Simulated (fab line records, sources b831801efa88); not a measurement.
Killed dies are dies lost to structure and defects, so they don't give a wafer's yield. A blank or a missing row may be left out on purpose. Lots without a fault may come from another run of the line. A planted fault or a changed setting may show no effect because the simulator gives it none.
Which tool did it? | flow gf180mcu | 14 lots, 42 wafers sampled, at 4 steps of a route of 602

WHAT THE GAUGES READ, wafer by wafer
GF_STI_CD_MEAS_12: target cd 220 nm. Usual: cd_nm 220.1 nm, standard deviation 1.4.
lot  | measured    | on        | cd_nm (nm)        | flag
L318 | day 2 16:18 | cd_sem-01 | 219.2 219.1 220.5 |
L319 | day 2 20:34 | cd_sem-01 | 219.2 217.7 219.4 |
L321 | day 3 08:16 | cd_sem-02 | 221.3 221.3 221.6 |
L322 | day 3 13:22 | cd_sem-01 | 220.4 221.0 220.0 |
L323 | day 3 18:18 | cd_sem-02 | 216.9 217.7 216.9 |
L324 | day 3 22:52 | cd_sem-02 | 220.7 220.1 221.3 |
L325 | day 4 04:19 | cd_sem-01 | 222.9 224.4 224.1 |
L327 | day 4 14:48 | cd_sem-02 | 220.0 221.3 219.8 |
L328 | day 4 19:57 | cd_sem-02 | 220.9 220.1 220.9 |
L333 | day 5 23:01 | cd_sem-02 | 221.3 222.6 221.9 |
L334 | day 6 04:12 | cd_sem-01 | 218.2 217.9 217.4 |
L336 | day 6 13:50 | cd_sem-01 | 219.4 218.1 219.1 |
L337 | day 6 19:44 | cd_sem-01 | 220.8 220.2 221.2 |
L338 | day 7 00:05 | cd_sem-01 | 221.2 221.1 221.7 |

GF_HV_LDD_TW_MEAS_23. Usual: HV_LDD_2_TW 1048, standard deviation 10.
lot  | measured     | on            | HV_LDD_2_TW    | flag
L318 | day 11 12:13 | film_metro-03 | 1058 1053 1052 |
L319 | day 11 21:37 | film_metro-04 | 1038 1038 1033 |
L321 | day 12 15:02 | film_metro-04 | 1041 1047 1040 |
L322 | day 13 01:59 | film_metro-04 | 1038 1033 1036 |
L323 | day 13 08:02 | film_metro-04 | 1034 1036 1039 |
L324 | day 13 13:08 | film_metro-01 | 1043 1046 1042 |
L325 | day 14 02:07 | film_metro-03 | 1059 1059 1058 |
L327 | day 15 04:41 | film_metro-04 | 1031 1034 1036 |
L328 | day 15 06:44 | film_metro-03 | 1064 1061 1060 |
L333 | day 16 17:01 | film_metro-04 | 1041 1045 1046 |
L334 | day 16 17:22 | film_metro-04 | 1041 1042 1041 |
L336 | day 17 07:40 | film_metro-01 | 1044 1042 1048 |
L337 | day 17 16:44 | film_metro-04 | 1039 1042 1042 |
L338 | day 17 23:29 | film_metro-03 | 1049 1057 1050 |

GF_NSD_OVL_MEAS_08. Usual: NSD_OVL -0.7 nm, standard deviation 1.4.
lot  | measured     | on         | NSD_OVL (nm)   | flag
L318 | day 14 05:16 | overlay-01 | -2.7 -2.1 -1.5 |
L319 | day 14 14:04 | overlay-01 | 0.7 -1.0 -1.6  |
L321 | day 15 10:50 | overlay-01 | 1.6 2.6 1.1    |
L322 | day 15 21:25 | overlay-01 | -0.3 -0.2 -0.3 |
L323 | day 16 03:04 | overlay-01 | -0.2 -0.3 -2.0 |
L324 | day 16 08:35 | overlay-02 | -2.0 -1.4 -1.3 |
L325 | day 16 23:22 | overlay-02 | 0.5 1.3 -0.7   |
L327 | day 18 04:23 | overlay-01 | -3.0 -2.7 -2.2 |
L328 | day 18 07:13 | overlay-01 | -0.3 -0.4 0.9  |
L333 | day 19 18:55 | overlay-02 | 1.0 1.2 0.5    |
L334 | day 19 19:13 | overlay-02 | -1.4 -1.5 0.9  |
L336 | day 20 10:04 | overlay-02 | 1.1 1.0 0.3    |
L337 | day 20 20:40 | overlay-02 | 0.8 -1.7 -0.4  |
L338 | day 21 02:52 | overlay-02 | -2.5 -1.4 -2.7 |

WHICH TOOL RAN EACH LOT (tool, then ch and the chambers of the sampled wafers, then the start)
lot  | GF_VT_IMPLANT_IMPLANT_08
L318 | implanter-04 ch 0, day 6 07:42
L319 | implanter-02 ch 0, day 6 13:30
L321 | implanter-02 ch 0, day 7 02:57
L322 | implanter-02 ch 0, day 7 14:19
L323 | implanter-04 ch 0, day 7 14:33
L324 | implanter-02 ch 0, day 7 21:48
L325 | implanter-04 ch 0, day 8 08:35
L327 | implanter-03 ch 0, day 9 04:22
L328 | implanter-04 ch 0, day 9 05:14
L333 | implanter-02 ch 0, day 10 09:20
L334 | implanter-02 ch 0, day 10 11:26
L336 | implanter-03 ch 0, day 10 21:21
L337 | implanter-04 ch 0, day 11 05:02
L338 | implanter-03 ch 0, day 11 11:56
- GF_VT_IMPLANT_IMPLANT_08

WHAT THE TOOLS THEMSELVES READ (means of the sampled wafers that have a number; where no wafer has one, the mark that the record gives instead)
GF_VT_IMPLANT_IMPLANT_08. Usual: dose_ions_cm2 8.29e+12, standard deviation 9.2e+09; faraday_current_uA 46.9, standard deviation 0.98.
lot  | tool         | dose_ions_cm2 | faraday_current_uA | flag
L318 | implanter-04 | 8.28e+12      | 46.8               |
L319 | implanter-02 | 8.30e+12      | 47.1               |
L321 | implanter-02 | 8.29e+12      | 46.8               |
L322 | implanter-02 | 8.30e+12      | 46.1               |
L323 | implanter-04 | 8.29e+12      | 46.6               |
L324 | implanter-02 | 8.28e+12      | 46.8               |
L325 | implanter-04 | 8.30e+12      | 46.8               |
L327 | implanter-03 | 8.29e+12      | 46.4               |
L328 | implanter-04 | 8.29e+12      | 47.2               |
L333 | implanter-02 | 7.60e+12      | 42.7               | OFF
L334 | implanter-02 | 7.58e+12      | 43.7               | OFF
L336 | implanter-03 | 8.30e+12      | 46.7               |
L337 | implanter-04 | 8.29e+12      | 47.0               |
L338 | implanter-03 | 8.29e+12      | 47.5               |

THE ANSWER, worked out from the rows above alone
Rule: a lot is off if the mean of its wafers that have a number lies more than 3 standard deviations from the usual mean. A lot without any number at a reading at which 4 lots or more have one is off too. The other lots that the step has rows for count as sound. The gauges are gone through in route order, then the tools' own readings, and for those a lot's mean is taken as printed above. The first step at which some lot is off is used, and at that step the reading that is off furthest; a lot without a number counts as furthest.
Off: L333, L334, at GF_VT_IMPLANT_IMPLANT_08 (dose_ions_cm2).
A tool fits if, at that step or a process step before it, it ran every lot that is off, and no sound lot after the first of them. One fits: implanter-02 at GF_VT_IMPLANT_IMPLANT_08. Its last sound lot is L324 (day 7 21:48), its first lot that is off L333 (day 10 09:20): a fault that began between those two fits.
The tool's own readings at GF_VT_IMPLANT_IMPLANT_08 bear it out: on the lots that are off they differ by more than 5 times the standard deviation of the sound lots' means. dose_ions_cm2 reads 7.59e+12 there against 8.29e+12 on the sound lots; faraday_current_uA reads 43.2 there against 46.8 on the sound lots.

WHAT THE SIMULATOR HAD PUT IN
Process parameter drift: implanter-02, from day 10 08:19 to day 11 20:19, at GF_VT_IMPLANT_IMPLANT_08. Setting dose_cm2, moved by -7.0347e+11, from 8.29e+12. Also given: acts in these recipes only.
Lots struck among those shown: L333, L334. The rule above found the same.
